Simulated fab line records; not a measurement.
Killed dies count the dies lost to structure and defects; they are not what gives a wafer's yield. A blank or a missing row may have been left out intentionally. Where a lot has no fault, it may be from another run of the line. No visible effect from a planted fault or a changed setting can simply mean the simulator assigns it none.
One fault through the eyes of 2 desks / flow gf180mcu / what lay behind the numbers comes last; until then each desk has only its own

METROLOGY DESK
Means of the sampled wafers that have a number, per lot and without regard to the tool the lot ran on: this is what the gauges read. Any lot whose mean is over 4 standard deviations away from the usual mean is out of limits and marked OUT; that distance is given in the brackets.
Columns: A = cd nm at GF_TOP_METAL_CD_MEAS_14, usual 440.7 nm
lot=L276; first seen here=day 28 11:40; A=440.2
lot=L277; first seen here=day 28 20:02; A=441.1
lot=L279; first seen here=day 29 15:24; A=441.3
lot=L280; first seen here=day 29 21:05; A=441.0
lot=L283; first seen here=day 31 00:16; A=437.6
lot=L284; first seen here=day 31 03:39; A=437.7
lot=L285; first seen here=day 31 10:30; A=442.3
lot=L291; first seen here=day 32 16:33; A=441.3
lot=L292; first seen here=day 33 00:10; A=440.4
lot=L293; first seen here=day 33 03:19; A=442.7
lot=L294; first seen here=day 33 04:15; A=438.6
lot=L295; first seen here=day 33 14:04; A=442.4
lot=L298; first seen here=day 34 03:22; A=442.8
Result from this desk: across the 13 lots, nothing is out of limits.

FOR THE TOOL OWNER'S DESK: pecvd-04
The tool's own readings at GF_V1_CVD_02 (deposits SiO2 from TEOS, target thk 850 nm, time 94.851 s): means of the sampled wafers that have a number, for each lot that ran on this tool. Any lot whose mean is over 4 standard deviations away from the usual mean is out of limits and marked OUT; that distance is given in the brackets.
Columns: A = heater power w at GF_V1_CVD_02, usual 653 W
lot=L276; first seen here=day 17 13:56; A=623
lot=L277; first seen here=day 17 23:20; A=684
lot=L279; first seen here=day 19 01:20; A=872
lot=L283; first seen here=day 20 17:33; A=664
lot=L285; first seen here=day 21 07:46; A=745
lot=L293; first seen here=day 23 14:08; A=697
lot=L294; first seen here=day 23 17:02; A=528
Result from this desk: across the 7 lots, nothing is out of limits.

BROUGHT TOGETHER
From the metrology desk's view, nothing was out of limits.
The desk of the tool owner found nothing out of limits.

WHAT THE SIMULATOR HAD PUT IN
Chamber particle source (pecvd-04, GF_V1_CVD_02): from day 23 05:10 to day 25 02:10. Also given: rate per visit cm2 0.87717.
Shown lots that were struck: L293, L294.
